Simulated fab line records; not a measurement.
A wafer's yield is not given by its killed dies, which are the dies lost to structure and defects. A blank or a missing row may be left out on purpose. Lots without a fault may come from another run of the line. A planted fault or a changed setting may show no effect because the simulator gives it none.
Matching of chambers ; flow sfq-line ; SFQ_TRILAYER_I4_CMP_CMP_100 on cmp-01: 4 sister chambers
The step polishes SiO2. 4 wafers are shown with their chamber, then 7 later ones without.

## EACH WAFER AND ITS CHAMBER
wafer;chamber;motor-current-A (A)
L477.6;1;10.8
L483.3;3;8.3
L483.4;2;11.1
L491.5;0;11.1

## WAFERS MISSING THEIR CHAMBER
wafer;motor-current-A (A)
L491.6;10.5
L492.2;8.0
L492.3;11.1
L492.4;11.7
L493.4;11.5
L493.5;11.7
L493.6;10.7

## WHICH CHAMBER EACH WENT THROUGH
wafer;from the rows above;in truth
L491.6;can't be placed: 1 or 0 or 2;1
L492.2;3;3
L492.3;can't be placed: 0 or 2 or 1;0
L492.4;can't be placed: 0 or 2 or 1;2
L493.4;can't be placed: 0 or 2 or 1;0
L493.5;can't be placed: 0 or 2 or 1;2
L493.6;can't be placed: 1 or 0 or 2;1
Correctly placed: 1 of 7. Not placeable from these rows: 6 (in 6, the candidates include the true chamber). Placed wrongly: 0.
How it was worked out, from the rows above alone: a wafer's distance from a chamber is the root of the sum, over the readings, of the square of ((its reading less the chamber's mean) divided by the reading's scatter). If the next closest chamber is less than 2 further off than the closest, the wafer can't be placed; otherwise it belongs to the closest. Each chamber's mean is taken over the wafers shown for it. The scatter (one wafer shown for each chamber): square how far every hidden wafer sits from the nearest shown wafer, average those squares and take the square root.
